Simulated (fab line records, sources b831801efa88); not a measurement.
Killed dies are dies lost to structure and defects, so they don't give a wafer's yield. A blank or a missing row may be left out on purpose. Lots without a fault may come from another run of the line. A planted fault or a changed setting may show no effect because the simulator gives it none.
Chamber matching | flow gf180mcu | GF_PASSIVATION_ETCH_11 on rie_diel-03: 4 sister chambers
The step etches the open film in CF4/O2, stops on TiN, target depth 2040 nm, time 453.3 s. 8 wafers are shown with their chamber, then 7 later ones without.

WAFERS WITH THEIR CHAMBER
wafer  | chamber | oes_product_au (a.u.) | rf_fwd_power_W (W)
L169.2 | 0       | 0.981                 | 800.5
L169.5 | 3       | 0.988                 | 800.7
L172.6 | 1       | 0.979                 | 797.3
L173.1 | 2       | 1.001                 | 799.9
L173.2 | 3       | 0.987                 | 801.1
L173.3 | 0       | 0.989                 | 800.8
L174.1 | 1       | 0.986                 | 799.4
L174.3 | 2       | 0.989                 | 801.5

WAFERS WITHOUT THEIR CHAMBER
wafer  | oes_product_au (a.u.) | rf_fwd_power_W (W)
L174.4 | 0.989                 | 799.4
L181.2 | 0.984                 | 797.8
L181.5 | 0.986                 | 797.8
L181.6 | 0.993                 | 795.9
L185.1 | 0.993                 | 797.5
L185.2 | 0.990                 | 796.4
L185.4 | 1.000                 | 796.0

WHICH CHAMBER EACH WENT THROUGH
wafer  | from the rows above               | in truth
L174.4 | can't be placed: 0 or 1 or 3 or 2 | 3
L181.2 | 1                                 | 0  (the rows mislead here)
L181.5 | 1                                 | 1
L181.6 | can't be placed: 1 or 2           | 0
L185.1 | can't be placed: 1 or 2 or 0 or 3 | 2
L185.2 | 1                                 | 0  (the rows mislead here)
L185.4 | can't be placed: 1 or 2 or 0 or 3 | 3
Placed correctly: 1 of 7. Can't be placed from these rows: 4 (the true chamber is among the candidates in 3). Placed wrongly: 2.
How it was worked out, from the rows above alone: a wafer's distance from a chamber is the root of the sum, over the readings, of the square of ((its reading less the chamber's mean) divided by the reading's scatter). The wafer belongs to the nearest chamber; if the next one is less than 2 further off, it can't be placed. A chamber's mean is the mean of its shown wafers. The scatter: the root of (the sum of the squares of (reading less its chamber's mean) over the shown wafers, divided by (wafers less chambers)).
